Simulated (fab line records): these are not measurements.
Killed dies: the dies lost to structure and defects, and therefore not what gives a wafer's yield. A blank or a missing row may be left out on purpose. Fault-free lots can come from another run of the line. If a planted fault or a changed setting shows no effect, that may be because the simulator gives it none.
fab line records	flow sky130
record lots=5	wafers=15	last_day=50
route steps=708 shown RES_PROTECT@212 POLY_GATE@213 PAD_OPEN@708
lots untouched by any fault: they come from a run of this same line in which no faults occurred
start_h: the number of hours between the record's first day and the start of the first shown wafer of the lot	wait_h: hours since the lot's step before	" unchanged from the row above	L1.1+2: one row covering several wafers at once	- either no value or no given start	* or withheld: withheld	< > ~ a bound
route shown NAME@n: NAME is a module with steps in the file, n the number in the route of the first one	usual: mean/standard deviation of fault-free wafers	same: alike in all rows	chamber/n: place in a boat	sites: per-site readings	_std_site: how widely they spread, as a standard deviation	_edge_site: outer sites' mean less inner sites'	radius_mm: for every site, how far away it sits from the centre of the wafer	mask NAME#n: copy n	behind: the last tool/chamber to shape the wafer	hold: why the lot went on hold/how many hours it stayed there/how the hold came to an end	device: transistor that didn't switch, given as n, p or np	end of line: at the end of the route, the tests of the same wafers	where a step has no rows: the recipe by itself	killed: count of dies lost to structure and defects at first sort (not the wafer's yield)	map: dies across one wafer; x = killed, . = not, _ = none there
set.NAME: setting as actually run; set.NAME@STEP: the setting as run at that earlier step	model.NAME: the simulator's own value behind a step, which no gauge read
a table for each step, a row for each wafer; lots at some steps of the route
services: a tool's chamber out of use, with start hour (start_h, from the record's first day; less than 0 if before it), hours out, and reason
## steps
# step SKY_RES_PROTECT_DEVELOP_06
# recipe resist=NOVOLAK	developer=TMAH	develop_time_s=60	dev_temp_c=23
# step SKY_POLY_GATE_IMPLANT_02
# recipe species=P	energy_kev=30	dose_cm2=7.7e+15	tilt_deg=0
# step SKY_RES_PROTECT_STRIP_07
# recipe chemistry=O2/N2	power_w=1400	pressure_mtorr=1500	platen_temp_c=withheld	o2_flow_sccm=3000	n2_flow_sccm=300	overash_fraction=0.5
# usual drypump_motor_current_A=5.8/0.32	oes_product_au=0.518/0.0045	strip_time_to_endpoint_s=23.30/0.044
lot.wafer	tool	chamber	start_h	wait_h	drypump_motor_current_A	oes_product_au	rf_hours_counter_h	strip_time_to_endpoint_s
L171.1	plasma_asher-02	0	400.42	0.1	5.6	0.517	69	23.35
L171.3	"	0	"	"	5.6	0.521	-	23.32
L171.5	"	1	"	"	5.6	0.523	-	23.29
L178.1	plasma_asher-01	0	445.82	0.1	5.5	0.515	31	23.28
L178.3	"	1	"	"	6.2	0.523	-	23.30
L178.6	"	0	"	"	5.5	0.521	-	23.31
L179.2	plasma_asher-02	1	451.41	0.1	5.6	0.522	2	23.31
L179.3	"	1	"	"	5.6	0.514	-	23.31
L179.5	"	1	"	"	5.6	0.525	-	23.34
L187.1	plasma_asher-01	0	525.86	0.1	5.5	0.515	39	23.30
L187.4	"	0	"	"	5.5	0.512	-	23.28
L187.6	"	0	"	"	5.5	0.523	-	23.27
L189.2	plasma_asher-01	0	537.26	0.1	5.5	0.517	40	23.36
L189.3	"	1	"	"	6.2	0.514	-	23.37
L189.6	"	0	"	"	5.5	0.514	-	23.33
# step SKY_RES_PROTECT_TW_MEAS_08
# usual POLY_GATE_TW=4050/34
lot.wafer	tool	chamber	start_h	wait_h	POLY_GATE_TW
L171.1	film_metro-04	-	400.52	0.1	4079
L171.3	"	-	"	"	4082
L171.5	"	-	"	"	4090
L178.1	film_metro-04	-	445.92	0.1	4051
L178.3	"	-	"	"	4060
L178.6	"	-	"	"	4059
L179.2	film_metro-04	-	451.52	0.1	4055
L179.3	"	-	"	"	4051
L179.5	"	-	"	"	4094
L187.1	film_metro-02	-	525.96	0.1	4103
L187.4	"	-	"	"	4131
L187.6	"	-	"	"	4111
L189.2	film_metro-03	-	537.37	0.1	4027
L189.3	"	-	"	"	4021
L189.6	"	-	"	"	4031
# step SKY_RES_PROTECT_CLEAN_09
# recipe chemistry=SC1/SC2	mix=1:4:20	temp_c=70	time_s=150	dry=n2_spin
# step SKY_POLY_GATE_CVD_03
# recipe material=Si3N4	precursor=DCS/NH3	target_thk_nm=75	temp_c=770	time_s=1290	pressure_mtorr=250
# step SKY_POLY_GATE_THK_MEAS_04
# recipe reads=Si3N4_of_POLY_GATE_CVD_03
# usual POLY_GATE_CVD_03_THK=75.3/0.6
lot.wafer	tool	chamber	start_h	wait_h	POLY_GATE_CVD_03_THK[nm]
L171.1	film_metro-04	-	401.99	0.0	73.8
L171.3	"	-	"	"	74.1
L171.5	"	-	"	"	74.6
L178.1	film_metro-03	-	447.39	0.0	76.1
L178.3	"	-	"	"	76.0
L178.6	"	-	"	"	75.8
L179.2	film_metro-03	-	452.99	0.0	75.4
L179.3	"	-	"	"	75.4
L179.5	"	-	"	"	75.4
L187.1	film_metro-01	-	527.43	0.0	74.8
L187.4	"	-	"	"	75.4
L187.6	"	-	"	"	75.0
L189.2	film_metro-01	-	538.89	0.0	75.3
L189.3	"	-	"	"	75.6
L189.6	"	-	"	"	76.4
# step SKY_POLY_GATE_DEHYDRATE_05
# recipe temp_c=200	time_s=60
# step SKY_POLY_GATE_HMDS_06
# recipe prime_time_s=60	prime_temp_c=120
# step SKY_POLY_GATE_COAT_07
# recipe resist=BARC	temp_c=withheld	time_s=withheld	spin_rpm=3000	resist_thk_nm=110
# step SKY_POLY_GATE_COAT_08
# recipe resist=KrF-thick	spin_rpm=3000	resist_thk_nm=450
# step SKY_POLY_GATE_SOFTBAKE_09
# recipe temp_c=100	time_s=91.16	resist=KrF-thick
# usual plate_sensor_t_centre_C=100.88/0.01	plate_sensor_t_edge_C=100.95/0.0098
lot.wafer	tool	chamber	start_h	wait_h	plate_sensor_t_centre_C	plate_sensor_t_edge_C
L171.1	litho_track-01	0	-	-	100.88	100.96
L171.3	"	0	"	"	100.89	100.96
L171.5	"	0	"	"	100.87	100.95
L178.1	litho_track-02	0	-	-	100.88	100.95
L178.3	"	0	"	"	100.88	100.95
L178.6	"	0	"	"	100.88	100.97
L179.2	litho_track-03	0	-	-	100.89	100.96
L179.3	"	0	"	"	100.86	100.95
L179.5	"	0	"	"	100.89	100.94
L187.1	litho_track-03	0	-	-	100.88	100.96
L187.4	"	0	"	"	100.89	100.96
L187.6	"	0	"	"	100.89	100.95
L189.2	litho_track-02	0	-	-	100.88	100.97
L189.3	"	0	"	"	100.90	100.95
L189.6	"	0	"	"	100.89	100.95
# step SKY_POLY_GATE_EXPOSE_10
# recipe mask_id=P1M	na=0.68	source_shape=conventional	sigma_outer=0.6	target_cd_nm=150	dose_mj=28
# same sigma_outer=0.6
lot.wafer	tool	chamber	start_h	wait_h	mask
L171.1+3+5	krf_scanner-01	0	417.48	-	P1M#0
L178.1+3+6	krf_scanner-02	0	462.97	-	P1M_R1#0
L179.2+3+5	krf_scanner-02	0	467.88	-	P1M#0
L187.1+4+6	krf_scanner-02	0	543.28	-	P1M#0
L189.2+3+6	krf_scanner-01	0	554.94	-	P1M#0
# step SKY_POLY_GATE_PEB_11
# recipe peb_temp_c=withheld	peb_time_s=withheld	resist=KrF-thick
# step SKY_POLY_GATE_DEVELOP_12
# recipe develop_time_s=60	resist=KrF-thick	dev_temp_c=21
# step SKY_POLY_GATE_CD_MEAS_13
# recipe target_cd_nm=150
# usual cd_nm=149.8/1.4
lot.wafer	tool	chamber	start_h	wait_h	cd_nm
L171.1	cd_sem-02	-	431.72	-	151.1
L171.3	"	-	"	"	152.2
L171.5	"	-	"	"	152.7
L178.1	cd_sem-01	-	477.73	-	161.5
L178.3	"	-	"	"	158.0
L178.6	"	-	"	"	159.2
L179.2	cd_sem-02	-	483.78	-	152.1
L179.3	"	-	"	"	153.2
L179.5	"	-	"	"	153.0
L187.1	cd_sem-02	-	557.91	-	148.6
L187.4	"	-	"	"	148.4
L187.6	"	-	"	"	149.3
L189.2	cd_sem-01	-	567.99	-	148.1
L189.3	"	-	"	"	149.3
L189.6	"	-	"	"	148.0
# step SKY_POLY_GATE_OVL_MEAS_14
# usual POLY_GATE_OVL=-2/5.8
lot.wafer	tool	chamber	start_h	wait_h	POLY_GATE_OVL[nm]
L171.1	overlay-02	-	431.84	0.1	1
L171.3	"	-	"	"	-6
L171.5	"	-	"	"	-3
L178.1	overlay-01	-	477.85	0.1	3
L178.3	"	-	"	"	3
L178.6	"	-	"	"	4
L179.2	overlay-01	-	483.88	0.1	-2
L179.3	"	-	"	"	1
L179.5	"	-	"	"	3
L187.1	overlay-01	-	558.03	0.1	-4
L187.4	"	-	"	"	0
L187.6	"	-	"	"	-3
L189.2	overlay-01	-	568.10	0.1	-4
L189.3	"	-	"	"	-9
L189.6	"	-	"	"	-7
# step SKY_POLY_GATE_ETCH_15
# recipe chemistry=N2/H2	target=BARC	ion_energy_ev=200	source_w=500	bias_w=100	pressure_mtorr=30	n2_flow_sccm=100	h2_flow_sccm=200	stop_on=SiO2	time_s=118.5	target_depth_a=1100
# usual drypump_motor_current_A=5.6/0.39	oes_product_au=0.717/0.0046	throttle_valve_pct=13.212/0.0087
lot.wafer	tool	chamber	start_h	wait_h	drypump_motor_current_A	oes_product_au	rf_hours_counter_h	throttle_valve_pct	model.POLY_GATE.cd_nm
L171.1	rie_diel-02	0	431.88	0.0	5.3	0.716	98	13.222	149.2
L171.3	"	1	"	"	5.8	0.726	2	13.220	152.8
L171.5	"	3	"	"	6.6	0.717	-	13.215	156
L178.1	rie_diel-03	2	477.89	0.0	5.9	0.721	73	13.239	160.9
L178.3	"	0	"	"	5.5	0.725	90	13.199	159.5
L178.6	"	3	"	"	5.7	0.716	-	13.210	159.6
L179.2	rie_diel-01	0	483.91	0.0	5.4	0.718	85	13.210	155.3
L179.3	"	1	"	"	6.4	0.713	38	13.198	154.6
L179.5	"	1	"	"	6.4	0.718	-	13.196	153.3
L187.1	rie_diel-01	0	558.06	0.0	5.4	0.712	0	13.216	150.4
L187.4	"	3	"	"	5.5	0.716	12	13.214	147.2
L187.6	"	2	"	"	5.2	0.714	-	13.215	147
L189.2	rie_diel-01	1	568.13	0.0	6.4	0.717	40	13.217	146.9
L189.3	"	2	"	"	5.2	0.708	6	13.194	149.2
L189.6	"	0	"	"	5.4	0.720	-	13.218	150.5
# step SKY_POLY_GATE_ETCH_16
# recipe stop_on=poly-Si	chemistry=CH3F/O2	target=Si3N4	source_w=400	bias_w=80	pressure_mtorr=25	ch3f_flow_sccm=40	O2_flow_sccm=30	time_s=147.5	target_depth_a=750
# usual drypump_motor_current_A=5.6/0.39	oes_product_au=0.642/0.0053	throttle_valve_pct=10.536/0.0092
lot.wafer	tool	chamber	start_h	wait_h	drypump_motor_current_A	oes_product_au	rf_hours_counter_h	throttle_valve_pct
L171.1	rie_diel-02	0	431.96	0.0	5.3	0.641	98	10.530
L171.3	"	1	"	"	5.7	0.633	2	10.539
L171.5	"	3	"	"	6.6	0.644	-	10.545
L178.1	rie_diel-03	2	477.97	0.0	5.9	0.642	73	10.535
L178.3	"	0	"	"	5.4	0.649	90	10.537
L178.6	"	3	"	"	5.7	0.650	-	10.535
L179.2	rie_diel-01	0	484.00	0.0	5.4	0.643	85	10.548
L179.3	"	1	"	"	6.4	0.644	38	10.551
L179.5	"	1	"	"	6.4	0.633	-	10.536
L187.1	rie_diel-01	0	558.15	0.0	5.4	0.641	0	10.541
L187.4	"	3	"	"	5.6	0.644	12	10.531
L187.6	"	2	"	"	5.2	0.640	-	10.531
L189.2	rie_diel-01	1	568.21	0.0	6.4	0.643	40	10.525
L189.3	"	2	"	"	5.2	0.643	6	10.538
L189.6	"	0	"	"	5.4	0.646	-	10.539
# step SKY_POLY_GATE_ETCH_17
# recipe target_depth_nm=180	stop_on=SiO2	over_etch_frac=0.56667	chemistry=HBr/Cl2	target=poly-Si	icp_w=400	bias_w=100	pressure_mtorr=10	HBr_flow_sccm=150	Cl2_flow_sccm=50	time_s=70.5
# usual drypump_motor_current_A=5.8/0.42	oes_product_au=0.987/0.0096	throttle_valve_pct=33.685/0.0092
lot.wafer	tool	chamber	start_h	wait_h	drypump_motor_current_A	oes_product_au	rf_hours_counter_h	throttle_valve_pct	model.POLY_GATE.cd_nm
L171.1	rie_si-02	2	432.06	0.0	6.0	0.983	59	33.683	150.3
L171.3	"	0	"	"	6.1	0.977	24	33.692	152.7
L171.5	"	1	"	"	6.1	0.978	-	33.690	157.9
L178.1	rie_si-01	2	478.07	0.0	5.9	0.998	16	33.676	161.1
L178.3	"	0	"	"	4.8	0.989	2	33.683	159.8
L178.6	"	0	"	"	4.8	0.988	-	33.688	159.8
L179.2	rie_si-02	1	484.09	0.0	6.1	0.978	2	33.679	155.8
L179.3	"	3	"	"	5.5	0.986	1	33.667	157
L179.5	"	1	"	"	6.1	0.977	-	33.692	154
L187.1	rie_si-02	2	558.24	0.0	6.0	0.997	0	33.680	152.3
L187.4	"	1	"	"	6.1	0.977	3	33.682	148.3
L187.6	"	3	"	"	5.5	0.967	-	33.688	147.2
L189.2	rie_si-02	3	568.31	0.0	5.5	0.976	1	33.688	146.5
L189.3	"	0	"	"	6.0	0.989	25	33.684	148.5
L189.6	"	1	"	"	6.1	0.975	-	33.693	151
# step SKY_POLY_GATE_STRIP_18
# recipe chemistry=O2/N2	power_w=1400	pressure_mtorr=1500	platen_temp_c=withheld	o2_flow_sccm=3000	n2_flow_sccm=300	overash_fraction=0.5
# usual drypump_motor_current_A=5.9/0.4	oes_product_au=0.362/0.005	strip_time_to_endpoint_s=3.19/0.045
lot.wafer	tool	chamber	start_h	wait_h	drypump_motor_current_A	oes_product_au	rf_hours_counter_h	strip_time_to_endpoint_s
L171.1	plasma_asher-01	0	432.12	0.0	5.6	0.349	30	3.17
L171.3	"	1	"	"	6.2	0.360	-	3.19
L171.5	"	1	"	"	6.2	0.361	-	3.18
L178.1	plasma_asher-04	1	478.12	0.0	5.4	0.353	80	3.19
L178.3	"	1	"	"	5.4	0.353	-	3.14
L178.6	"	0	"	"	6.1	0.363	-	3.22
L179.2	plasma_asher-03	0	484.15	0.0	6.5	0.364	69	3.21
L179.3	"	1	"	"	6.1	0.366	-	3.20
L179.5	"	1	"	"	6.1	0.363	-	3.19
L187.1	plasma_asher-04	1	558.30	0.0	5.3	0.360	88	3.28
L187.4	"	1	"	"	5.3	0.356	-	3.25
L187.6	"	0	"	"	6.1	0.370	-	3.29
L189.2	plasma_asher-04	0	568.37	0.0	6.0	0.364	89	3.25
L189.3	"	1	"	"	5.4	0.372	-	3.23
L189.6	"	1	"	"	5.4	0.368	-	3.21
# step SKY_PAD_OPEN_PROBE_99
# usual killed_at_M0_to_M3=44/6.8	killed_at_M4_up=3.1/1.8	killed_at_contacts=25/5.2	killed_at_front_end=15/4.1	killed_at_other=0.3/0.62	killed_dies=88/9.4	killed_on_rim=17/3.7	killed_open=48/7.1	killed_short=40/6.1
# same gross_dies=492	killed_at_back_side=0
lot.wafer	tool	chamber	start_h	wait_h	killed_at_M0_to_M3	killed_at_M4_up	killed_at_contacts	killed_at_front_end	killed_at_other	killed_dies	killed_on_rim	killed_open	killed_short	model.etest.pfet_01v8.r_on_ohm_um	model.etest.res_poly.line_ohm_um	model.etest.nfet_01v8.r_on_ohm_um	model.etest.nfet_g5v0d10v5.r_on_ohm_um	model.etest.sonos_uncharged.r_on_ohm_um	model.etest.nfet_01v8_lvt.drive_ua_um	model.etest.nfet_01v8.drive_ua_um	model.etest.nfet_01v8_turned.drive_ua_um
L171.1	prober-01	-	1116.80	0.1	36	2	21	23	0	82	12	49	33	2998	530.8	869.5	1940	814.8	545.5	479.5	475.5
L171.3	prober-01	-	1116.90	0.2	39	3	31	15	0	88	18	50	38	3035	529.9	873.7	1926	835.4	542	468	464.8
L171.5	prober-01	-	1117.00	0.2	40	1	20	13	0	74	12	39	35	3136	499.1	887.7	1965	833.2	539.9	464.1	465.3
L178.1	prober-01	-	1151.63	0.1	41	3	16	10	0	70	12	38	32	3141	466.9	928.4	1941	833	498.8	435	436.4
L178.3	prober-01	-	1151.73	0.2	49	3	29	15	0	96	28	50	46	3100	472	968.6	1936	827.4	487.8	426.2	424.1
L178.6	prober-01	-	1151.88	0.2	50	0	28	22	0	100	20	54	46	3128	475.7	957.5	1963	837.7	490.1	429.1	426.5
L179.2	prober-02	-	1152.60	0.1	51	3	25	7	0	86	16	57	29	3054	477.8	875.2	1936	834.7	541.4	466.8	467.6
L179.3	prober-02	-	1152.65	0.2	42	7	24	15	0	88	17	48	40	3037	481.4	902	1931	838.1	520.2	454.6	449.3
L179.5	prober-02	-	1152.75	0.2	43	3	24	12	0	82	18	43	39	2985	489.5	880.9	1939	827.5	536.9	462.2	466.1
L187.1	prober-01	-	1192.00	0.1	47	2	18	15	1	83	16	49	33	3062	495.2	882.4	1939	831.8	528.7	459.8	458.6
L187.4	prober-01	-	1192.15	0.2	43	3	30	19	1	96	15	56	40	2995	532.2	869.1	1924	819.8	538.4	468	471.5
L187.6	prober-01	-	1192.25	0.2	45	3	26	15	1	90	17	57	32	3002	537.3	868.2	1949	826.1	541.7	467.1	466.7
L189.2	prober-02	-	1197.95	0.1	37	6	26	22	0	91	17	41	49	2994	543.1	892.2	1908	802.1	520.1	449.9	452.6
L189.3	prober-02	-	1198.00	0.2	45	8	29	21	0	103	20	53	49	3012	536.5	900.2	1896	817.6	514.7	442.9	444
L189.6	prober-02	-	1198.15	0.2	47	7	26	20	0	100	20	61	39	3032	519	896.8	1928	810.6	520.9	450.7	451
# killed by level:class
L171.1 CONTACT:geometric_particle:open=8 FIELD_ISO:geometric_particle:open=7 LI_CONTACT:geometric_particle:open=7 METAL2:geometric_particle:short=7 VIA1:geometric_particle:open=6 VIA1:geometric_particle:short=6 POLY_GATE:geometric_particle:short=5 POLY_GATE:geometric_particle:open=5
L171.3 CONTACT:geometric_particle:open=10 VIA1:geometric_particle:open=10 LI_CONTACT:geometric_particle:open=9 VIA3:geometric_particle:open=7 LOCAL_INTERCONNECT:geometric_particle:short=6 FIELD_ISO:geometric_particle:short=5 FIELD_ISO:geometric_particle:open=4 VIA2:geometric_particle:open=4
L171.5 LI_CONTACT:geometric_particle:open=9 METAL1:geometric_particle:short=8 VIA1:geometric_particle:open=7 CONTACT:geometric_particle:open=6 FIELD_ISO:geometric_particle:short=5 VIA2:geometric_particle:short=5 VIA2:geometric_particle:open=5 VIA3:geometric_particle:open=5
L178.1 CONTACT:geometric_particle:open=7 VIA2:geometric_particle:open=7 VIA1:geometric_particle:open=6 METAL3:geometric_particle:short=6 VIA3:geometric_particle:open=5 VIA3:geometric_particle:short=4 FIELD_ISO:geometric_particle:short=3 LI_CONTACT:geometric_particle:open=3
L178.3 VIA1:geometric_particle:open=11 CONTACT:geometric_particle:open=8 METAL1:geometric_particle:short=7 LI_CONTACT:geometric_particle:open=7 VIA2:geometric_particle:open=7 FIELD_ISO:geometric_particle:open=6 CONTACT:geometric_particle:short=6 VIA3:geometric_particle:open=6
L178.6 LI_CONTACT:geometric_particle:open=12 VIA1:geometric_particle:open=12 FIELD_ISO:geometric_particle:short=8 CONTACT:geometric_particle:open=7 METAL3:geometric_particle:short=7 FIELD_ISO:geometric_particle:open=6 METAL1:geometric_particle:short=6 VIA2:geometric_particle:open=6
L179.2 VIA1:geometric_particle:open=13 CONTACT:geometric_particle:open=12 VIA3:geometric_particle:open=9 LI_CONTACT:geometric_particle:open=7 VIA2:geometric_particle:open=6 VIA3:geometric_particle:short=5 VIA1:geometric_particle:short=5 CONTACT:geometric_particle:short=4
L179.3 VIA1:geometric_particle:open=13 CONTACT:geometric_particle:open=8 VIA2:geometric_particle:open=7 CONTACT:geometric_particle:short=6 LI_CONTACT:geometric_particle:open=5 VIA3:geometric_particle:open=5 FIELD_ISO:geometric_particle:open=4 POLY_GATE:geometric_particle:short=4
L179.5 CONTACT:geometric_particle:open=11 VIA3:geometric_particle:open=6 METAL2:geometric_particle:short=6 VIA1:geometric_particle:open=5 METAL1:geometric_particle:short=5 VIA1:geometric_particle:short=5 VIA2:geometric_particle:open=5 LI_CONTACT:geometric_particle:short=4
L187.1 CONTACT:geometric_particle:open=12 VIA1:geometric_particle:open=12 VIA3:geometric_particle:open=8 VIA1:geometric_particle:short=6 VIA2:geometric_particle:open=6 FIELD_ISO:geometric_particle:open=5 CONTACT:geometric_particle:short=4 METAL2:geometric_particle:short=4
L187.4 CONTACT:geometric_particle:open=12 LI_CONTACT:geometric_particle:open=10 METAL1:geometric_particle:short=8 POLY_GATE:geometric_particle:open=7 VIA3:geometric_particle:open=7 VIA2:geometric_particle:open=7 FIELD_ISO:geometric_particle:short=6 VIA1:geometric_particle:open=5
L187.6 CONTACT:geometric_particle:open=13 VIA3:geometric_particle:open=9 VIA1:geometric_particle:open=8 VIA2:geometric_particle:open=8 LI_CONTACT:geometric_particle:open=6 METAL2:geometric_particle:short=5 FIELD_ISO:geometric_particle:open=4 POLY_GATE:geometric_particle:open=4
L189.2 VIA1:geometric_particle:open=12 CONTACT:geometric_particle:open=8 SPACER:geometric_particle:short=6 LI_CONTACT:geometric_particle:open=6 FIELD_ISO:geometric_particle:short=5 LI_CONTACT:geometric_particle:short=5 METAL2:geometric_particle:short=5 METAL4:geometric_particle:short=5
L189.3 VIA1:geometric_particle:open=16 CONTACT:geometric_particle:open=8 POLY_GATE:geometric_particle:short=6 LOCAL_INTERCONNECT:geometric_particle:short=6 LI_CONTACT:geometric_particle:open=5 METAL4:geometric_particle:short=5 FIELD_ISO:geometric_particle:open=4 LI_CONTACT:geometric_particle:short=4
L189.6 VIA1:geometric_particle:open=15 CONTACT:geometric_particle:open=9 LI_CONTACT:geometric_particle:open=8 VIA2:geometric_particle:open=8 METAL2:geometric_particle:short=6 POLY_GATE:geometric_particle:open=5 METAL4:geometric_particle:short=5 POLY_GATE:geometric_particle:short=4
## services
tool	chamber	start_h	hours	kind
krf_scanner-02	-	378.25	1.3	pm
rie_si-02	0	382.80	3.5	repair
krf_scanner-02	-	399.05	4.6	repair
plasma_asher-01	-	401.96	5.5	repair
krf_scanner-02	-	402.31	0.7	repair
rie_diel-03	1	409.66	49.7	repair
plasma_asher-02	-	421.25	9.0	pm
plasma_asher-04	-	423.73	0.3	repair
rie_si-02	1	444.26	3.7	repair
krf_scanner-01	-	450.99	0.8	pm
plasma_asher-01	-	455.59	0.7	repair
krf_scanner-01	-	462.39	1.3	pm
rie_diel-02	3	476.73	9.7	repair
krf_scanner-02	-	477.67	0.8	pm
krf_scanner-02	-	492.85	1.2	repair
krf_scanner-01	-	498.66	0.2	repair
krf_scanner-02	-	499.91	1.0	pm
rie_diel-01	-	502.01	2.8	pm
rie_diel-03	2	509.36	7.3	repair
rie_si-02	-	510.65	0.8	repair
krf_scanner-01	-	524.33	1.0	pm
krf_scanner-02	-	554.15	1.3	pm
rie_diel-03	2	555.00	11.1	repair
rie_diel-03	3	562.02	2.3	repair
## key
first_sign step=SKY_POLY_GATE_EXPOSE_10	reading=mask	direction=changed
effect step=SKY_POLY_GATE_CD_MEAS_13	reading=cd_nm	direction=up	sigmas=6.9	usual=149.8	struck=159.6
model_effect step=SKY_POLY_GATE_ETCH_15	value=POLY_GATE.cd_nm	without=149	struck=160
model_effect step=SKY_POLY_GATE_ETCH_17	value=POLY_GATE.cd_nm	without=149.2	struck=160.2
model_effect step=SKY_PAD_OPEN_PROBE_99	value=etest.pfet_01v8.r_on_ohm_um	without=2950	struck=3123
met_at SKY_POLY_GATE_EXPOSE_10
struck_wafers L178.1,L178.3,L178.6
tester_left_out L178
fault kind=wrong_mask	tool=any	chamber=-	onset_h=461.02	steps=SKY_POLY_GATE_EXPOSE_10	aux_copy=P1M_R1#0	cd_offset_nm=11	scope=struck_lots_only
# tester_left_out: of these lots the tester's yield and bins aren't shown, on N5 and GAA mostly nor the transistor test; their killed dies are dies lost to structure and defects alone, not to doping, threshold or leakage, so they don't give the yield
